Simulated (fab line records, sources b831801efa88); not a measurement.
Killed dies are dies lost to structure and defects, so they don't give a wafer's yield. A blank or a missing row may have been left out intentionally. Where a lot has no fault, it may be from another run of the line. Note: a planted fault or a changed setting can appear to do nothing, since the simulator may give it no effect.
Commonality check across tools :: flow gf180mcu :: Sampled: 14 lots, 42 wafers

## WHY IT WAS OPENED
Of 14 lots, 3 have the reading SAB_CVD_00_THK flagged at GF_SAB_THK_MEAS_01. Wafers without a fault read 49.5 nm, standard deviation 0.75.
Rule: a lot gets a flag if all its wafers with a number sit over 4 standard deviations from that mean, or if no wafer of it has a number. All remaining lots are regarded as sound.

lot: L315
measured: day 15 07:59
on: film-metro-04
SAB_CVD_00_THK (nm), wafer by wafer: 49.3 49.8 48.9
flag: 

lot: L316
measured: day 15 18:19
on: film-metro-02
SAB_CVD_00_THK (nm), wafer by wafer: 50.7 50.8 51.0
flag: 

lot: L318
measured: day 16 09:56
on: film-metro-04
SAB_CVD_00_THK (nm), wafer by wafer: 50.1 51.0 50.7
flag: 

lot: L319
measured: day 16 20:21
on: film-metro-03
SAB_CVD_00_THK (nm), wafer by wafer: 50.3 50.0 50.5
flag: 

lot: L320
measured: day 17 01:45
on: film-metro-03
SAB_CVD_00_THK (nm), wafer by wafer: 49.7 49.8 50.6
flag: 

lot: L321
measured: day 17 16:47
on: film-metro-04
SAB_CVD_00_THK (nm), wafer by wafer: 49.8 50.3 50.6
flag: 

lot: L322
measured: day 17 19:05
on: film-metro-03
SAB_CVD_00_THK (nm), wafer by wafer: 50.0 50.1 49.7
flag: 

lot: L324
measured: day 18 10:23
on: film-metro-04
SAB_CVD_00_THK (nm), wafer by wafer: 48.9 49.0 49.9
flag: 

lot: L325
measured: day 18 20:54
on: film-metro-03
SAB_CVD_00_THK (nm), wafer by wafer: 44.6 45.0 44.9
flag: FLAGGED

lot: L326
measured: day 19 18:32
on: film-metro-04
SAB_CVD_00_THK (nm), wafer by wafer: 49.1 50.1 49.6
flag: 

lot: L327
measured: day 19 22:55
on: film-metro-03
SAB_CVD_00_THK (nm), wafer by wafer: 44.1 44.0 44.4
flag: FLAGGED

lot: L328
measured: day 20 01:19
on: film-metro-02
SAB_CVD_00_THK (nm), wafer by wafer: 43.7 44.1 44.2
flag: FLAGGED

lot: L333
measured: day 21 22:55
on: film-metro-02
SAB_CVD_00_THK (nm), wafer by wafer: 48.2 48.8 49.5
flag: 

lot: L335
measured: day 22 04:58
on: film-metro-02
SAB_CVD_00_THK (nm), wafer by wafer: 49.8 50.2 50.6
flag: 
On average the flagged lots' numbers are 44.3 nm, which is -5.2 nm against the usual, or -7 standard deviations.

## LOT BY LOT: THE TOOL USED
The record keeps 1 process step preceding the reading, out of 602 steps on the route. Read each cell as the tool, then ch plus the chambers that the sampled wafers visited, then the start.
lot: L315
flag: 
GF_SAB_CVD_00: pecvd-01 ch 0,1, day 15 07:57

lot: L316
flag: 
GF_SAB_CVD_00: pecvd-03 ch 0,1,2, day 15 18:18

lot: L318
flag: 
GF_SAB_CVD_00: pecvd-03 ch 1,2, day 16 09:53

lot: L319
flag: 
GF_SAB_CVD_00: pecvd-03 ch 0,1,2, day 16 20:19

lot: L320
flag: 
GF_SAB_CVD_00: pecvd-02 ch 1,2, day 17 01:43

lot: L321
flag: 
GF_SAB_CVD_00: pecvd-02 ch 1,2, day 17 16:46

lot: L322
flag: 
GF_SAB_CVD_00: pecvd-02 ch 0,1, day 17 19:03

lot: L324
flag: 
GF_SAB_CVD_00: pecvd-01 ch 0,1, day 18 10:22

lot: L325
flag: FLAGGED
GF_SAB_CVD_00: pecvd-01 ch 0,1, day 18 20:52

lot: L326
flag: 
GF_SAB_CVD_00: pecvd-02 ch 0,1, day 19 18:29

lot: L327
flag: FLAGGED
GF_SAB_CVD_00: pecvd-01 ch 0,1,2, day 19 22:53

lot: L328
flag: FLAGGED
GF_SAB_CVD_00: pecvd-01 ch 0,1,2, day 20 01:17

lot: L333
flag: 
GF_SAB_CVD_00: pecvd-02 ch 0,1,2, day 21 22:54

lot: L335
flag: 
GF_SAB_CVD_00: pecvd-03 ch 1,2, day 22 04:56
What the steps here do:
- GF_SAB_CVD_00: deposits SiO2 from TEOS, target thk 50 nm, time 4.9302 s.
- GF_SAB_THK_MEAS_01

## FLAGGED OVER TOTAL, TOOL BY TOOL (the gauges that took the reading come last)
step: GF_SAB_CVD_00
tool: pecvd-01
lots run: 5
flagged: 3
share of the flagged lots: all
sound lots run after its first flagged lot: 0

step: GF_SAB_CVD_00
tool: pecvd-02
lots run: 5
flagged: 0
share of the flagged lots: none
sound lots run after its first flagged lot: -

step: GF_SAB_CVD_00
tool: pecvd-03
lots run: 4
flagged: 0
share of the flagged lots: none
sound lots run after its first flagged lot: -

step: GF_SAB_THK_MEAS_01
tool: film-metro-02
lots run: 4
flagged: 1
share of the flagged lots: some
sound lots run after its first flagged lot: 2 (L333,L335)

step: GF_SAB_THK_MEAS_01
tool: film-metro-03
lots run: 5
flagged: 2
share of the flagged lots: some
sound lots run after its first flagged lot: 0

step: GF_SAB_THK_MEAS_01
tool: film-metro-04
lots run: 5
flagged: 0
share of the flagged lots: none
sound lots run after its first flagged lot: -

## WHAT THE TABLE PERMITS
1 row of the table ran every flagged lot: pecvd-01 at GF_SAB_CVD_00.
- pecvd-01 at GF_SAB_CVD_00 ran 5 lots, 3 of them flagged. It ran its last sound lot, L324, at day 18 10:22 and its first flagged lot, L325, at day 18 20:52: a fault with its onset between the two fits. On the flagged lots its readings are blank where sound lots have values: rf-fwd-power-W.
One tool is left: pecvd-01 at GF_SAB_CVD_00.

## WHAT THE SIMULATOR HAD INSERTED
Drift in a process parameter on pecvd-01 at GF_SAB_CVD_00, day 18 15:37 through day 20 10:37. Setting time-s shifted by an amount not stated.
Lots struck among those shown: L325, L327, L328. The rule given above showed the same thing.
